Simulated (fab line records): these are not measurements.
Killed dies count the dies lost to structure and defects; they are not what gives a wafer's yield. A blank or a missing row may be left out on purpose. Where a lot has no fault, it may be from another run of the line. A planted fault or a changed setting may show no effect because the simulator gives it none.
A struck lot beside a sound one :: flow sfq line :: 17 steps out of a route of 325
Sound: the wafers L322.3, L322.4, L322.5. Struck: wafer L333.2 (L333.4, L333.6, from the same lot, were not struck and are left out); the cause is given at the end.
Per side, at each step with rows, come the tool, then ch with its chambers, and then its first start. Under that, the readings that differ: sound wafers :: struck wafers :: difference of the means :: sigmas: that difference in standard deviations of wafers without a fault.
alike: readings with means less than 2 such deviations apart, plus words and numbers identical on both sides. not compared: withheld readings, readings lacking a value on some wafer, bounds such as >300 that could conceal the same value, and numbers that have no deviation in the record and whose values overlap.
A row with sigmas, a row that says differs or no value, or rows on one side alone: a step with any of these is where the two part. Non-overlapping numbers with no deviation appear without sigmas and do not part them. Lack of a reading on every wafer of one side parts them only where that side has two or more wafers.

first, 2 steps without rows for these wafers: SFQ_TRILAYER_R5_LITHO_PEB_139 (peb time 60 s); SFQ_TRILAYER_R5_LITHO_DEVELOP_138 (time 60 s).
SFQ_R5_OVL_MEAS_935:
  sound on overlay-02, day 50 03:35; struck on overlay-02, day 55 04:15
  alike: R5_OVL
SFQ_TRILAYER_R5_BARC_OPEN_METAL_ETCH_177: etches BARC in O2, target depth 125 nm, time 41.7 s.
  sound on rie metal-04 ch 0,1, day 50 03:37; struck on rie metal-04 ch 1, day 55 04:17
reading: rf hours counter h (h)
sound: - - -
struck: 80
difference: no value on the sound wafers
sigmas: 
  alike: drypump motor current A, oes product au
SFQ_TRILAYER_R5_ETCH_METAL_ETCH_139: etches the open film in Cl2, stops on SiO2, target depth 60 nm, time 40 s.
  sound on rie metal-04 ch 0,1, day 50 03:41; struck on rie metal-04 ch 1, day 55 04:20
reading: rf hours counter h (h)
sound: - - -
struck: 80
difference: no value on the sound wafers
sigmas: 
  alike: drypump motor current A, oes product au
SFQ_TRILAYER_R5_STRIP_STRIP_140: strips in O2.
  sound on rie metal-04 ch 0,1, day 50 03:55; struck on rie metal-04 ch 1, day 55 04:24
reading: rf hours counter h (h)
sound: - - -
struck: 80
difference: no value on the sound wafers
sigmas: 
  alike: drypump motor current A, oes product au
then, 1 step without rows for these wafers: SFQ_TRILAYER_R5_STRIP_SOLV_CLEAN_141 (cleans in NMP, time 600 s).
SFQ_TRILAYER_A5C_DEP_PECVD_142: deposits SiO2 from SiH4/N2O, time 15.556 s, target thk 70 nm.
  sound on pecvd-01 ch 1,2, day 50 04:29; struck on pecvd-02 ch 0, day 55 05:10
reading: heater power w (W)
sound: 80 91 83
struck: 50
difference: -35
sigmas: -2
  alike: throttle valve pct
then, 4 steps without rows for these wafers: SFQ_TRILAYER_I5_LITHO_COAT_149 (resist thk 62 nm); SFQ_TRILAYER_I5_LITHO_COAT_144 (resist thk 650 nm); SFQ_TRILAYER_I5_LITHO_SOFTBAKE_148; SFQ_TRILAYER_I5_LITHO_EXPOSE_145 (exposes mask I5, target cd 700 nm).
SFQ_TRILAYER_I5_LITHO_PEB_147: peb time 60 s.
  sound on litho track-01 ch 0, day 52 14:33; struck on litho track-01 ch 0, day 56 17:21
reading: heater power total W (W)
sound: 79.21 79.16 79.17
struck: 80.21
difference: +1.03
sigmas: +17
  alike: exhaust pa
then, 1 step without rows for these wafers: SFQ_TRILAYER_I5_LITHO_DEVELOP_146 (time 60 s).
SFQ_I5_OVL_MEAS_936:
  sound on overlay-01, day 52 14:49; struck on overlay-02, day 56 17:38
  alike: I5_OVL
SFQ_TRILAYER_I5_BARC_OPEN_VIA_ETCH_200: etches BARC in O2, target depth 125 nm, time 41.7 s.
  sound on rie diel-02 ch 0,1, day 52 14:50; struck on rie diel-03 ch 1, day 56 17:40
reading: model.I5.cd nm (nm)
sound: 701.7 698.8 700.8
struck: 696
difference: -4
sigmas: 
  alike: drypump motor current A, oes product au
  not compared: rf hours counter h
SFQ_TRILAYER_I5_ETCH_VIA_ETCH_147: etches the open film in CHF3, stops on Nb, target depth 360 nm.
  sound on rie diel-02 ch 0,1, day 52 14:52; struck on rie diel-03 ch 1, day 56 17:42
  alike: drypump motor current A, oes product au

== WHERE THEY PART ==
Last at SFQ_TRILAYER_I5_LITHO_PEB_147 as far as this record goes, first at SFQ_TRILAYER_R5_BARC_OPEN_METAL_ETCH_177. Later steps at which nothing parts them and some readings are alike: SFQ_I5_OVL_MEAS_936, SFQ_TRILAYER_I5_BARC_OPEN_VIA_ETCH_200, SFQ_TRILAYER_I5_ETCH_VIA_ETCH_147.

WHY: whatever the simulator had introduced
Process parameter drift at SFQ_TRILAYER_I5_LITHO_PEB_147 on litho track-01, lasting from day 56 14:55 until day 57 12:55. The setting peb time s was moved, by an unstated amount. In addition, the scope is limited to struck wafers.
